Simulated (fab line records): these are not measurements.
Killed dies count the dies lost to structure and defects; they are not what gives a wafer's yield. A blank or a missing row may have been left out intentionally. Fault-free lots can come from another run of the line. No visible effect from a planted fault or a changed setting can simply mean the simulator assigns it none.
The same fault as seen by 2 desks	flow sky130	every desk sees just its own numbers, and what lay behind them comes last

## METROLOGY DESK
What the gauges read, lot by lot, whatever tool the lot ran on: means of the sampled wafers that have a number. Marked OUT: a lot whose mean sits more than 4 standard deviations from the usual mean, which makes it out of limits; the brackets give that distance.
Columns: A = CAP2M_OVL at SKY_CAP2M_OVL_MEAS_12, usual 0.3 nm
lot	first seen here	A
L278	day 41 07:05	0.7
L280	day 42 00:49	-0.5
L282	day 42 11:40	0.2
L281	day 42 21:16	0.1
L283	day 43 02:56	-1.5
L284	day 43 09:52	1.0
L286	day 43 18:34	0.3
L290	day 44 21:20	-0.8
L294	day 45 22:52	0.7
L297	day 46 15:58	0.3
L299	day 46 21:37	-0.0
Result from this desk: across the 11 lots, nothing is out of limits.

## FOR THE TOOL OWNER'S DESK: rie metal-01
The tool's own readings at SKY_METAL1_METAL_ETCH_19 (etches the open film in Cl2/BCl3, stops on SiO2, target depth 360 nm, time 76.42 s): means of the sampled wafers that have a number, for each lot that ran on this tool. Marked OUT: a lot whose mean sits more than 4 standard deviations from the usual mean, which makes it out of limits; the brackets give that distance.
Columns: A = drypump motor current A at SKY_METAL1_METAL_ETCH_19, usual 5.42 A; B = he backside leak sccm at SKY_METAL1_METAL_ETCH_19, usual 3.3 sccm; C = oes product au at SKY_METAL1_METAL_ETCH_19, usual 0.865 a.u.; D = throttle valve pct at SKY_METAL1_METAL_ETCH_19, usual 22.264 %
lot	first seen here	A	B	C	D
L278	day 33 07:01	5.20	3.2	0.869	22.263
L280	day 34 03:16	5.21	3.4	0.859	22.262
L282	day 34 17:40	5.20	3.3	0.866	22.280
L281	day 35 03:58	5.15	3.4	0.863	22.271
L286	day 36 05:29	5.17	3.3	0.867	22.268
L294	day 38 17:16	5.21	3.2	0.862	22.265
L297	day 39 13:46	5.12	3.3	0.860	22.261
L299	day 39 20:55	5.17	3.3	0.862	22.258
Result from this desk: across the 8 lots, nothing is out of limits.

## ALL TOGETHER
The metrology desk saw nothing out of limits.
Nothing out of limits was seen by the tool owner's desk.

## WHAT THE SIMULATOR HAD PUT IN
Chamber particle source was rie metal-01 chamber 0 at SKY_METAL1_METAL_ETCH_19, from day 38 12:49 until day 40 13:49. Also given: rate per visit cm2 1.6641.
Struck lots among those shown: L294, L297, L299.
